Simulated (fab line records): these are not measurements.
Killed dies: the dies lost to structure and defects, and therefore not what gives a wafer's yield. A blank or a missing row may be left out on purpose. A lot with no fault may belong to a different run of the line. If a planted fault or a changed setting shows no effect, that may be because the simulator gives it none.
Chamber matching ; flow sky130 ; SKY_VIA1_ETCH_15 on rieDiel-04: 4 sister chambers
The step etches SiO2 in C4F8/O2/Ar, stops on TiN, target depth 351 nm, time 54 s. 18 wafers are shown with their chamber, then 9 later ones without.

WAFERS, EACH WITH ITS CHAMBER
wafer;chamber;oesProductAu (a.u.)
L078.1;0;0.979
L078.2;2;0.979
L078.3;1;0.984
L078.4;3;0.982
L078.5;1;0.991
L078.6;0;0.976
L081.1;2;0.985
L081.4;1;0.979
L081.5;3;0.983
L084.4;3;0.975
L084.5;2;0.971
L084.6;3;0.996
L090.1;2;0.984
L090.5;0;0.990
L090.6;3;0.979
L092.1;1;0.994
L092.2;0;0.983
L092.6;3;0.975

SIGNATURES (means of the wafers above)
reading;chamber 0;chamber 1;chamber 2;chamber 3;scatter within a chamber
oesProductAu;0.98200;0.98700;0.97975;0.98167;0.00694
Rule: for a wafer and a chamber, the distance is found by dividing, reading by reading, the gap between the wafer's reading and the chamber's mean by the reading's scatter, squaring, summing and taking the root. The wafer belongs to the nearest chamber; if the next one is less than 2 further off, it can't be placed. How the scatter is found: for the shown wafers, subtract from each reading the mean of its chamber, square and add these, divide the total by (wafers less chambers), then take the root.

WAFERS WITH NO CHAMBER GIVEN
wafer;oesProductAu (a.u.)
L093.1;0.978
L093.2;0.992
L093.3;0.984
L093.4;0.976
L093.5;0.962
L093.6;0.986
L096.2;0.979
L096.3;0.974
L096.4;0.984

THE CHAMBER EACH PASSED THROUGH
wafer;from the rows above;in truth
L093.1;can't be placed: 2 or 3 or 0 or 1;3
L093.2;can't be placed: 1 or 0 or 3 or 2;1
L093.3;can't be placed: 0 or 3 or 1 or 2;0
L093.4;can't be placed: 2 or 3 or 0 or 1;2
L093.5;can't be placed: 2 or 3 or 0 or 1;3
L093.6;can't be placed: 1 or 0 or 3 or 2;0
L096.2;can't be placed: 2 or 3 or 0 or 1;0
L096.3;can't be placed: 2 or 3 or 0 or 1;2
L096.4;can't be placed: 0 or 3 or 1 or 2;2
0 of 9 placed correctly. Can't be placed from these rows: 9 (the true chamber is among the candidates in 9). Placed wrongly: 0.
